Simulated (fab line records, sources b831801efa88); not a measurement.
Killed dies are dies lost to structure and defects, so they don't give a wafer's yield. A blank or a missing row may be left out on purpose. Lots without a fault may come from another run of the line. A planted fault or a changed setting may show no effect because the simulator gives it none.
fab line records | flow gf180mcu
record lots=24 wafers=72 last_day=34
route steps=602 shown V1@360 V2@386 V3@432 M5@534 V5@543 TOP_METAL@582
lots that met no fault: from a run of the same line without faults
start_h: hours from the record's first day to the start of the lot's first wafer shown | wait_h: hours since the lot's step before | " the same as in the row above | L1.1+2: a row that stands for several wafers | - no value, or no start given | * or withheld: withheld | < > ~ a bound
route shown NAME@n: a module of which the file shows steps, and the number in the route of the first | usual: mean/standard deviation of fault-free wafers | same: alike in all rows | chamber/n: place in a boat | sites: the reading at each site | _std_site: their standard deviation | _edge_site: outer sites' mean less inner sites' | radius_mm: how far each site lies from the wafer's centre | mask NAME#n: copy n | behind: the tool/chamber that last shaped the wafer | hold: why the lot was held/for how many hours/how that ended | device: the transistor (n, p or np) that didn't switch | end of line: the same wafers' tests at the end of the route | a step without rows: its recipe alone | killed: dies lost to structure and defects at the first sort, not the wafer's yield | map: a wafer's dies, x killed, . not, _ none there
set.NAME: the setting as run; set.NAME@STEP: as run at that earlier step | model.NAME: the simulator's own value behind a step, which no gauge read
steps of the route over a sample of lots; a table a step, a row a wafer
services: from which hour (start_h, from the record's first day; less than 0 if before it) a tool's chamber was out of use, for how many hours, and why
## steps
# step GF_V1_THK_MEAS_25
# recipe thk_meas_gauge=xrf reads=W_of_V1_CVD_23
# usual V1_W_THK=350/6
# columns lot.wafer tool chamber start_h wait_h V1_W_THK[nm]
L074.1 film_metro-02 - 416.49 0.1 346
L074.3 " - " " 349
L074.5 " - " " 342
L075.1 film_metro-04 - 417.12 0.1 348
L075.2 " - " " 339
L075.3 " - " " 351
L076.1 film_metro-01 - 432.64 0.1 350
L076.5 " - " " 347
L076.6 " - " " 350
L077.1 film_metro-02 - 438.46 0.1 348
L077.3 " - " " 341
L077.4 " - " " 350
L078.1 film_metro-04 - 451.95 0.1 346
L078.2 " - " " 352
L078.5 " - " " 348
L079.1 film_metro-02 - 459.55 0.1 349
L079.3 " - " " 349
L079.4 " - " " 349
L080.3 film_metro-01 - 475.98 0.1 351
L080.5 " - " " 354
L080.6 " - " " 357
L081.3 film_metro-01 - 482.34 0.1 345
L081.5 " - " " 354
L081.6 " - " " 349
L082.1 film_metro-02 - 492.40 0.1 351
L082.2 " - " " 359
L082.4 " - " " 346
L083.3 film_metro-01 - 499.25 0.1 364
L083.4 " - " " 347
L083.6 " - " " 357
L084.2 film_metro-01 - 503.20 0.1 353
L084.4 " - " " 356
L084.5 " - " " 360
L085.2 film_metro-02 - 511.61 0.1 358
L085.3 " - " " 353
L085.6 " - " " 359
L086.2 film_metro-01 - 527.66 0.1 354
L086.4 " - " " 352
L086.6 " - " " 358
L087.1 film_metro-04 - 532.50 0.1 343
L087.2 " - " " 355
L087.4 " - " " 355
L088.1 film_metro-02 - 537.58 0.1 345
L088.2 " - " " 358
L088.4 " - " " 355
L089.3 film_metro-02 - 547.64 0.1 344
L089.4 " - " " 341
L089.6 " - " " 347
L090.1 film_metro-04 - 553.50 0.1 342
L090.5 " - " " 339
L090.6 " - " " 348
L091.1 film_metro-01 - 560.06 0.1 353
L091.5 " - " " 349
L091.6 " - " " 341
L092.1 film_metro-04 - 565.11 0.1 341
L092.2 " - " " 338
L092.3 " - " " 342
L093.2 film_metro-02 - 582.40 0.1 357
L093.3 " - " " 354
L093.6 " - " " 358
L094.1 film_metro-02 - 584.92 0.1 359
L094.2 " - " " 359
L094.4 " - " " 350
L095.3 film_metro-01 - 591.97 0.1 356
L095.4 " - " " 358
L095.6 " - " " 357
L096.3 film_metro-01 - 601.62 0.1 351
L096.4 " - " " 352
L096.5 " - " " 354
L097.1 film_metro-04 - 608.71 0.1 344
L097.5 " - " " 341
L097.6 " - " " 342
# step GF_V2_CMP_04
# recipe material=SiO2 down_force_psi=4 platen_rpm=60 pad_velocity_m_s=0.94248
# usual motor_current_A=12.3/1.9 time_to_endpoint_s=82/5.9
# columns lot.wafer tool chamber start_h wait_h motor_current_A time_to_endpoint_s
L074.1 cmp-02 0 442.69 0.1 14.8 79
L074.3 " 3 " " 15.3 77
L074.5 " 1 " " 13.0 85
L075.2 cmp-01 3 442.96 0.0 10.6 78
L075.3 " 1 " " 10.9 83
L075.1 " 2 " " 9.7 83
L076.1 cmp-01 2 459.67 0.2 9.5 77
L076.6 " 3 " " 10.5 86
L076.5 " 0 " " 11.3 75
L077.4 cmp-01 3 464.38 0.0 10.9 80
L077.3 " 1 " " 10.3 75
L077.1 " 2 " " 9.6 73
L078.1 cmp-02 1 477.48 0.1 12.5 83
L078.2 " 3 " " 15.9 81
L078.5 " 1 " " 12.7 92
L079.1 cmp-02 2 485.90 0.1 11.3 84
L079.4 " 3 " " 15.9 88
L079.3 " 0 " " 15.1 90
L080.3 cmp-01 1 501.16 0.1 10.7 79
L080.5 " 0 " " 11.8 80
L080.6 " 1 " " 10.8 87
L081.3 cmp-01 0 507.44 0.1 11.5 69
L081.6 " 3 " " 11.3 82
L081.5 " 0 " " 12.2 83
L082.1 cmp-01 2 517.55 0.1 10.2 69
L082.2 " 3 " " 10.9 75
L082.4 " 1 " " 10.6 80
L083.4 cmp-02 1 524.24 0.0 12.4 92
L083.3 " 3 " " 15.0 78
L083.6 " 1 " " 12.8 91
L084.4 cmp-01 0 528.25 0.1 11.8 81
L084.2 " 1 " " 10.7 79
L084.5 " 3 " " 10.9 79
L085.2 cmp-02 3 536.36 0.0 15.7 76
L085.3 " 1 " " 12.2 79
L085.6 " 3 " " 14.7 77
L086.2 cmp-02 0 551.81 0.0 15.5 87
L086.4 " 1 " " 12.8 96
L086.6 " 1 " " 12.9 103
L087.1 cmp-02 2 556.83 0.1 11.8 76
L087.4 " 3 " " 14.7 83
L087.2 " 0 " " 15.2 89
L088.2 cmp-02 0 561.54 0.1 15.0 85
L088.1 " 1 " " 12.2 87
L088.4 " 2 " " 11.7 79
L089.4 cmp-01 3 571.27 0.0 11.2 89
L089.3 " 0 " " 11.8 75
L089.6 " 0 " " 12.1 80
L090.1 cmp-01 2 577.25 0.2 9.9 75
L090.5 " 3 " " 11.5 87
L090.6 " 0 " " 12.3 90
L091.1 cmp-02 0 584.25 0.1 15.9 84
L091.6 " 0 " " 15.0 90
L091.5 " 1 " " 12.2 93
L092.3 cmp-02 1 589.29 0.0 12.2 82
L092.2 " 2 " " 11.9 75
L092.1 " 0 " " 15.7 79
L093.3 cmp-01 3 605.12 0.1 11.0 79
L093.2 " 0 " " 11.8 81
L093.6 " 1 " " 9.8 88
L094.1 cmp-02 3 607.81 0.2 14.2 73
L094.4 " 0 " " 15.3 88
L094.2 " 1 " " 12.3 84
L095.4 cmp-01 3 614.62 0.0 11.8 87
L095.3 " 0 " " 11.9 81
L095.6 " 3 " " 11.2 90
L096.3 cmp-02 0 623.13 0.1 15.5 73
L096.4 " 2 " " 11.8 80
L096.5 " 0 " " 14.8 81
L097.1 cmp-01 1 635.23 0.1 10.5 76
L097.5 " 3 " " 11.1 82
L097.6 " 0 " " 11.5 77
# step GF_V3_THK_MEAS_03
# recipe reads=SiO2_of_V3_CVD_02
# usual V3_CVD_02_THK=851/12
# columns lot.wafer tool chamber start_h wait_h V3_CVD_02_THK[nm]
L074.1 film_metro-02 - 494.46 0.0 845
L074.3 " - " " 842
L074.5 " - " " 872
L075.1 film_metro-04 - 494.56 0.0 845
L075.2 " - " " 848
L075.3 " - " " 854
L076.1 film_metro-01 - 511.04 0.0 835
L076.5 " - " " 852
L076.6 " - " " 868
L077.1 film_metro-02 - 513.95 0.0 857
L077.3 " - " " 838
L077.4 " - " " 873
L078.1 film_metro-04 - 526.13 0.0 842
L078.2 " - " " 841
L078.5 " - " " 844
L079.1 film_metro-01 - 535.65 0.0 824
L079.3 " - " " 823
L079.4 " - " " 838
L080.3 film_metro-04 - 549.92 0.1 867
L080.5 " - " " 877
L080.6 " - " " 879
L081.3 film_metro-04 - 556.25 0.1 855
L081.5 " - " " 855
L081.6 " - " " 856
L082.1 film_metro-02 - 565.42 0.0 849
L082.2 " - " " 854
L082.4 " - " " 858
L083.3 film_metro-02 - 571.92 0.1 841
L083.4 " - " " 860
L083.6 " - " " 851
L084.2 film_metro-04 - 576.58 0.0 837
L084.4 " - " " 844
L084.5 " - " " 856
L085.2 film_metro-01 - 583.25 0.0 836
L085.3 " - " " 839
L085.6 " - " " 860
L086.2 film_metro-04 - 598.53 0.0 850
L086.4 " - " " 859
L086.6 " - " " 848
L087.1 film_metro-02 - 604.01 0.0 825
L087.2 " - " " 837
L087.4 " - " " 841
L088.1 film_metro-01 - 607.96 0.0 850
L088.2 " - " " 844
L088.4 " - " " 850
L089.3 film_metro-02 - 617.02 0.1 861
L089.4 " - " " 872
L089.6 " - " " 872
L090.1 film_metro-02 - 622.45 0.0 839
L090.5 " - " " 851
L090.6 " - " " 862
L091.1 film_metro-01 - 628.96 0.0 835
L091.5 " - " " 842
L091.6 " - " " 837
L092.1 film_metro-01 - 632.87 0.0 850
L092.2 " - " " 853
L092.3 " - " " 840
L093.2 film_metro-02 - 648.70 0.0 840
L093.3 " - " " 835
L093.6 " - " " 864
L094.1 film_metro-04 - 651.97 0.0 840
L094.2 " - " " 848
L094.4 " - " " 864
L095.3 film_metro-02 - 657.53 0.1 839
L095.4 " - " " 851
L095.6 " - " " 861
L096.3 film_metro-02 - 666.75 0.1 846
L096.4 " - " " 848
L096.5 " - " " 852
L097.1 film_metro-04 - 676.91 0.0 848
L097.5 " - " " 851
L097.6 " - " " 850
# step GF_M5_OVL_MEAS_08
# usual M5_OVL=-5/5.2
# columns lot.wafer tool chamber start_h wait_h M5_OVL[nm]
L074.1 overlay-01 - 611.57 0.1 0
L074.3 " - " " -4
L074.5 " - " " 1
L075.1 overlay-01 - 612.57 0.1 4
L075.2 " - " " 5
L075.3 " - " " 6
L076.1 overlay-01 - 626.18 0.1 -10
L076.5 " - " " -6
L076.6 " - " " -13
L077.1 overlay-01 - 629.38 0.1 1
L077.3 " - " " 4
L077.4 " - " " -5
L078.1 overlay-01 - 639.67 0.1 -2
L078.2 " - " " 1
L078.5 " - " " 2
L079.1 overlay-01 - 647.64 0.1 -3
L079.3 " - " " 4
L079.4 " - " " -1
L080.3 overlay-01 - 659.63 0.1 -17
L080.5 " - " " -9
L080.6 " - " " -10
L081.3 overlay-02 - 666.85 0.1 -9
L081.5 " - " " -9
L081.6 " - " " -2
L082.1 overlay-01 - 675.08 0.1 -7
L082.2 " - " " -6
L082.4 " - " " -4
L083.3 overlay-02 - 679.14 0.1 1
L083.4 " - " " 4
L083.6 " - " " 1
L084.2 overlay-01 - 685.63 0.1 -5
L084.4 " - " " -8
L084.5 " - " " -4
L085.2 overlay-01 - 689.54 0.1 -9
L085.3 " - " " -7
L085.6 " - " " -3
L086.2 overlay-01 - 703.78 0.1 -5
L086.4 " - " " -11
L086.6 " - " " -4
L087.1 overlay-01 - 707.92 0.1 -5
L087.2 " - " " -3
L087.4 " - " " -4
L088.1 overlay-01 - 712.22 0.1 -11
L088.2 " - " " -11
L088.4 " - " " -7
L089.3 overlay-02 - 717.18 0.1 -10
L089.4 " - " " -12
L089.6 " - " " -12
L090.1 overlay-01 - 724.92 0.1 -1
L090.5 " - " " -6
L090.6 " - " " -7
L091.1 overlay-01 - 729.97 0.1 -6
L091.5 " - " " -3
L091.6 " - " " -11
L092.1 overlay-01 - 733.08 0.1 -8
L092.2 " - " " -7
L092.3 " - " " -3
L093.2 overlay-02 - 747.78 0.1 -6
L093.3 " - " " -6
L093.6 " - " " 3
L094.1 overlay-01 - 749.92 0.1 -3
L094.2 " - " " -6
L094.4 " - " " -3
L095.3 overlay-01 - 753.89 0.1 -6
L095.4 " - " " -6
L095.6 " - " " 0
L096.3 overlay-02 - 762.15 0.1 -10
L096.4 " - " " -11
L096.5 " - " " -13
L097.1 overlay-01 - 769.59 0.1 -4
L097.5 " - " " -2
L097.6 " - " " -6
# step GF_V5_THK_MEAS_03
# recipe reads=SiO2_of_V5_CVD_02
# usual V5_CVD_02_THK=1450/20
# columns lot.wafer tool chamber start_h wait_h V5_CVD_02_THK[nm]
L074.1 film_metro-02 - 612.50 0.1 1409
L074.3 " - " " 1423
L074.5 " - " " 1434
L075.1 film_metro-02 - 613.48 0.1 1409
L075.2 " - " " 1406
L075.3 " - " " 1417
L076.1 film_metro-02 - 627.21 0.1 1425
L076.5 " - " " 1436
L076.6 " - " " 1451
L077.1 film_metro-04 - 630.41 0.1 1442
L077.3 " - " " 1437
L077.4 " - " " 1461
L078.1 film_metro-01 - 640.61 0.1 1437
L078.2 " - " " 1429
L078.5 " - " " 1470
L079.1 film_metro-01 - 648.56 0.1 1443
L079.3 " - " " 1431
L079.4 " - " " 1461
L080.3 film_metro-01 - 660.67 0.1 1410
L080.5 " - " " 1436
L080.6 " - " " 1434
L081.3 film_metro-04 - 667.78 0.1 1438
L081.5 " - " " 1484
L081.6 " - " " 1462
L082.1 film_metro-04 - 676.11 0.1 1458
L082.2 " - " " 1460
L082.4 " - " " 1477
L083.3 film_metro-02 - 680.10 0.1 1448
L083.4 " - " " 1473
L083.6 " - " " 1457
L084.2 film_metro-01 - 686.56 0.1 1454
L084.4 " - " " 1449
L084.5 " - " " 1477
L085.2 film_metro-02 - 690.50 0.1 1452
L085.3 " - " " 1440
L085.6 " - " " 1472
L086.2 film_metro-02 - 704.82 0.1 1445
L086.4 " - " " 1488
L086.6 " - " " 1469
L087.1 film_metro-02 - 708.95 0.1 1446
L087.2 " - " " 1436
L087.4 " - " " 1458
L088.1 film_metro-02 - 713.13 0.1 1452
L088.2 " - " " 1473
L088.4 " - " " 1490
L089.3 film_metro-04 - 718.32 0.1 1451
L089.4 " - " " 1482
L089.6 " - " " 1459
L090.1 film_metro-01 - 725.87 0.1 1450
L090.5 " - " " 1467
L090.6 " - " " 1472
L091.1 film_metro-01 - 730.89 0.1 1471
L091.5 " - " " 1490
L091.6 " - " " 1457
L092.1 film_metro-01 - 733.99 0.1 1436
L092.2 " - " " 1417
L092.3 " - " " 1447
L093.2 film_metro-04 - 748.71 0.1 1456
L093.3 " - " " 1440
L093.6 " - " " 1485
L094.1 film_metro-02 - 750.84 0.1 1422
L094.2 " - " " 1434
L094.4 " - " " 1451
L095.3 film_metro-04 - 754.82 0.1 1422
L095.4 " - " " 1453
L095.6 " - " " 1462
L096.3 film_metro-02 - 763.07 0.1 1446
L096.4 " - " " 1475
L096.5 " - " " 1458
L097.1 film_metro-04 - 770.50 0.1 1440
L097.5 " - " " 1455
L097.6 " - " " 1446
# step GF_TOP_METAL_OVL_MEAS_15
# usual TOP_METAL_OVL=-1.3/1.5
# columns lot.wafer tool chamber start_h wait_h TOP_METAL_OVL[nm]
L074.1 overlay-02 - 655.09 0.1 -0.7
L074.3 " - " " -2.8
L074.5 " - " " -1.0
L075.1 overlay-01 - 656.02 0.1 -1.6
L075.2 " - " " -2.3
L075.3 " - " " -1.3
L076.1 overlay-01 - 668.79 0.1 -3.0
L076.5 " - " " 1.9
L076.6 " - " " -1.6
L077.1 overlay-01 - 672.39 0.1 -3.7
L077.3 " - " " -0.5
L077.4 " - " " -1.6
L078.1 overlay-02 - 681.97 0.1 -1.6
L078.2 " - " " -2.7
L078.5 " - " " 0.5
L079.1 overlay-01 - 689.30 0.1 -1.0
L079.3 " - " " 0.9
L079.4 " - " " -1.6
L080.3 overlay-01 - 701.95 0.1 -0.8
L080.5 " - " " -1.7
L080.6 " - " " -2.7
L081.3 overlay-01 - 707.50 0.1 -0.1
L081.5 " - " " -1.3
L081.6 " - " " -2.4
L082.1 overlay-01 - 714.54 0.1 -3.5
L082.2 " - " " -2.2
L082.4 " - " " -2.1
L083.3 overlay-02 - 719.25 0.1 0.5
L083.4 " - " " 0.1
L083.6 " - " " 0.3
L084.2 overlay-01 - 725.64 0.1 -1.7
L084.4 " - " " -0.4
L084.5 " - " " -1.0
L085.2 overlay-01 - 728.79 0.1 -0.9
L085.3 " - " " -1.4
L085.6 " - " " -1.5
L086.2 overlay-01 - 741.87 0.1 -1.7
L086.4 " - " " -2.4
L086.6 " - " " -1.3
L087.1 overlay-01 - 746.77 0.1 -0.9
L087.2 " - " " -4.3
L087.4 " - " " -2.4
L088.1 overlay-02 - 749.89 0.1 -1.2
L088.2 " - " " -2.5
L088.4 " - " " -3.4
L089.3 overlay-01 - 754.90 0.1 -1.2
L089.4 " - " " -1.5
L089.6 " - " " -2.0
L090.1 overlay-02 - 762.44 0.1 0.1
L090.5 " - " " 0.9
L090.6 " - " " -0.8
L091.1 overlay-01 - 766.59 0.1 -1.5
L091.5 " - " " -0.4
L091.6 " - " " -0.2
L092.1 overlay-02 - 769.39 0.1 -1.8
L092.2 " - " " -2.2
L092.3 " - " " -1.2
L093.2 overlay-02 - 782.49 0.1 -2.0
L093.3 " - " " -2.3
L093.6 " - " " -1.2
L094.1 overlay-01 - 785.97 0.1 2.4
L094.2 " - " " 2.4
L094.4 " - " " 0.2
L095.3 overlay-01 - 788.88 0.1 -1.0
L095.4 " - " " -0.3
L095.6 " - " " -2.0
L096.3 overlay-01 - 796.60 0.1 -3.3
L096.4 " - " " -1.2
L096.5 " - " " -3.8
L097.1 overlay-01 - 804.19 0.1 -0.8
L097.5 " - " " 1.5
L097.6 " - " " -0.6
## services
# columns tool chamber start_h hours kind
cmp-01 - 482.40 2.3 repair
cmp-01 - 501.75 1.2 repair
cmp-01 - 552.53 15.7 pm
cmp-02 - 568.49 6.4 pm
cmp-01 - 572.26 4.0 pm
cmp-01 - 576.26 - consumable_replace:conditioner
cmp-01 - 576.26 - consumable_replace:pad
cmp-02 - 576.43 7.8 pm
cmp-02 - 589.71 3.4 repair
cmp-01 - 596.90 0.8 repair
cmp-01 - 606.01 4.8 repair
cmp-01 - 616.58 1.8 repair
## key
fault none
